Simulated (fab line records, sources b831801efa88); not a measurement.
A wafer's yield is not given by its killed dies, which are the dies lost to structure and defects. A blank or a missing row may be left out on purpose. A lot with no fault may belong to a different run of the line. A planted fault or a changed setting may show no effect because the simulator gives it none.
Which tool is to blame? ; flow sky130 ; 14 lots with 42 wafers sampled at 4 steps, on a route of 708 steps

WHAT THE GAUGES SHOWED, per wafer
The record holds no reading of a measuring or inspecting step that can be judged against a usual standard deviation.

WHICH TOOL RAN EACH LOT (tool, then ch and the chambers of the sampled wafers, then the start)
lot;SKY_POLY_CUT_ETCH_11;SKY_RES_XHIGH_STRIP_08;SKY_SD_N_DEVELOP_06;SKY_SD_N_RTA_14
L800;rie-diel-01 ch 0,1,3, day 24 22:20;plasma-asher-01 ch 0,1, day 27 08:57;litho-track-01 ch 0, day 28 12:37;rtp-anneal-01 ch 0, day 28 13:28
L804;rie-diel-04 ch 0,1,2, day 26 03:24;plasma-asher-02 ch 0,1, day 28 12:48;litho-track-03 ch 0, day 29 16:52;rtp-anneal-02 ch 0, day 29 17:41
L803;rie-diel-03 ch 2,3, day 26 03:44;plasma-asher-04 ch 0,1, day 28 13:12;litho-track-03 ch 0, day 29 17:12;rtp-anneal-01 ch 0, day 29 18:00
L807;rie-diel-01 ch 0,1, day 27 00:11;plasma-asher-04 ch 0,1, day 29 09:43;litho-track-01 ch 0, day 30 12:31;rtp-anneal-02 ch 0, day 30 13:19
L809;rie-diel-01 ch 0,1,2, day 27 13:52;plasma-asher-01 ch 0,1, day 29 22:02;litho-track-01 ch 0, day 31 01:46;rtp-anneal-02 ch 0, day 31 02:32
L810;rie-diel-01 ch 1,2,3, day 27 20:10;plasma-asher-02 ch 0,1, day 30 04:23;litho-track-04, day 31 07:32;rtp-anneal-01 ch 0, day 31 08:19
L811;rie-diel-01 ch 1,2,3, day 28 05:12;plasma-asher-02 ch 0,1, day 30 13:38;litho-track-04, day 31 16:38;rtp-anneal-02 ch 0, day 31 17:27
L816;rie-diel-04 ch 1,2, day 29 12:00;plasma-asher-01 ch 0,1, day 31 19:27;litho-track-04 ch 0, day 32 21:02;rtp-anneal-01 ch 0, day 32 21:51
L818;rie-diel-04 ch 0,2,3, day 30 13:33;plasma-asher-02 ch 0,1, day 32 19:24;litho-track-03 ch 0, day 33 22:31;rtp-anneal-01 ch 0, day 33 23:20
L819;rie-diel-04 ch 0,1,2, day 30 22:13;plasma-asher-02 ch 0,1, day 33 04:44;litho-track-04 ch 0, day 34 05:50;rtp-anneal-02 ch 0, day 34 06:37
L820;rie-diel-03 ch 0,3, day 31 00:00;plasma-asher-01 ch 0,1, day 33 05:14;litho-track-03 ch 0, day 34 06:14;rtp-anneal-01 ch 0, day 34 07:02
L821;rie-diel-01 ch 0,1, day 31 15:34;plasma-asher-04 ch 0,1, day 33 21:06;litho-track-04 ch 0, day 34 23:47;rtp-anneal-02 ch 0, day 35 00:36
L822;rie-diel-03 ch 2,3, day 31 18:56;plasma-asher-01 ch 1, day 34 00:15;litho-track-01 ch 0, day 35 02:28;rtp-anneal-01 ch 0, day 35 03:16
L823;rie-diel-01 ch 1,2,3, day 31 21:02;plasma-asher-02 ch 0,1, day 34 01:03;litho-track-04 ch 0, day 35 03:38;rtp-anneal-02 ch 0, day 35 04:27
- SKY_POLY_CUT_ETCH_11: etches Si3N4 in CF4/CH2F2/Ar, stops on poly-Si, time 42.5 s, target depth 60 nm.
- SKY_RES_XHIGH_STRIP_08: strips in O2/N2.
- SKY_SD_N_DEVELOP_06: develop time 60 s.
- SKY_SD_N_RTA_14: time 2 s.

AS READ BY THE TOOLS THEMSELVES (means over the sampled wafers that have a number; for cases with no such wafer, the mark the record gives instead)
SKY_POLY_CUT_ETCH_11.
lot;tool;drypump-motor-current-A (A);oes-product-au (a.u.);throttle-valve-pct (%)
L800;rie-diel-01;5.4;0.829;14.989
L804;rie-diel-04;5.8;0.830;14.994
L803;rie-diel-03;5.9;0.831;14.989
L807;rie-diel-01;5.5;0.829;14.997
L809;rie-diel-01;5.8;0.821;14.996
L810;rie-diel-01;5.6;0.824;14.998
L811;rie-diel-01;5.6;0.829;14.987
L816;rie-diel-04;5.9;0.833;14.992
L818;rie-diel-04;5.8;0.827;14.989
L819;rie-diel-04;5.9;0.827;14.984
L820;rie-diel-03;5.9;0.833;14.989
L821;rie-diel-01;5.5;0.832;14.999
L822;rie-diel-03;5.9;0.819;14.991
L823;rie-diel-01;5.6;0.832;14.998

SKY_RES_XHIGH_STRIP_08.
lot;tool;drypump-motor-current-A (A);oes-product-au (a.u.);strip-time-to-endpoint-s (s)
L800;plasma-asher-01;5.8;0.715;14.30
L804;plasma-asher-02;5.4;0.709;14.22
L803;plasma-asher-04;6.3;0.709;14.22
L807;plasma-asher-04;6.2;0.710;14.24
L809;plasma-asher-01;5.8;0.714;14.25
L810;plasma-asher-02;5.4;0.707;14.26
L811;plasma-asher-02;5.5;0.706;14.33
L816;plasma-asher-01;5.5;0.710;14.28
L818;plasma-asher-02;5.4;0.711;14.24
L819;plasma-asher-02;5.4;0.717;14.27
L820;plasma-asher-01;5.5;0.707;14.29
L821;plasma-asher-04;6.2;0.712;14.28
L822;plasma-asher-01;5.3;0.710;14.32
L823;plasma-asher-02;5.5;0.715;14.27

SKY_SD_N_DEVELOP_06.
lot;tool;chill-plate-temp-C (C);exhaust-pa (Pa)
L800;litho-track-01;23.04;45.3
L804;litho-track-03;22.89;44.7
L803;litho-track-03;22.95;43.9
L807;litho-track-01;23.10;44.4
L809;litho-track-01;23.06;44.9
L810;litho-track-04;-;-
L811;litho-track-04;-;-
L816;litho-track-04;22.93;45.6
L818;litho-track-03;23.16;44.9
L819;litho-track-04;22.95;45.2
L820;litho-track-03;22.93;44.2
L821;litho-track-04;23.11;44.7
L822;litho-track-01;22.88;45.1
L823;litho-track-04;22.87;44.3

SKY_SD_N_RTA_14.
lot;tool;lamp-power-pct (%);wafer_temp_C_max
L800;rtp-anneal-01;15.72;1078.1
L804;rtp-anneal-02;15.79;1078.5
L803;rtp-anneal-01;15.67;1078.8
L807;rtp-anneal-02;15.68;1078.9
L809;rtp-anneal-02;15.74;1079.4
L810;rtp-anneal-01;15.74;1079.0
L811;rtp-anneal-02;15.74;1077.5
L816;rtp-anneal-01;15.77;1077.2
L818;rtp-anneal-01;15.70;1078.7
L819;rtp-anneal-02;15.79;1077.7
L820;rtp-anneal-01;15.74;1077.8
L821;rtp-anneal-02;15.72;1078.8
L822;rtp-anneal-01;15.73;1079.8
L823;rtp-anneal-02;15.73;1079.0

THE ANSWER, worked out from the rows above alone
Rule: the usual values come from the lots themselves. Put in order of their means at a reading, lots are off if they are a third of the lots or fewer, leave a main group of 4 or more, and stand apart from it by a gap of 3 or more times the standard deviation of the main group's means; of several such gaps the widest counts. A main group whose means are all the same, to the digits that the tables above print for the reading, isn't used. A lot without any number at a reading at which 4 lots or more have one is off too. The other lots that the step has rows for count as sound. The gauges are gone through in route order, then the tools' own readings, and for those a lot's mean is taken as printed above. At the first step where some lot is off, the reading lying furthest off is the one used; lots without a number count as furthest.
Off: L810, L811, at SKY_SD_N_DEVELOP_06 (chill-plate-temp-C). Without a number there: L810, L811. The main group has a mean of 22.99 C with a standard deviation of 0.096.
A tool fits if, at that step or a process step before it, it ran every lot that is off, and no sound lot after the first of them. No candidate that was tried fits.

WHAT WAS PUT IN BY THE SIMULATOR
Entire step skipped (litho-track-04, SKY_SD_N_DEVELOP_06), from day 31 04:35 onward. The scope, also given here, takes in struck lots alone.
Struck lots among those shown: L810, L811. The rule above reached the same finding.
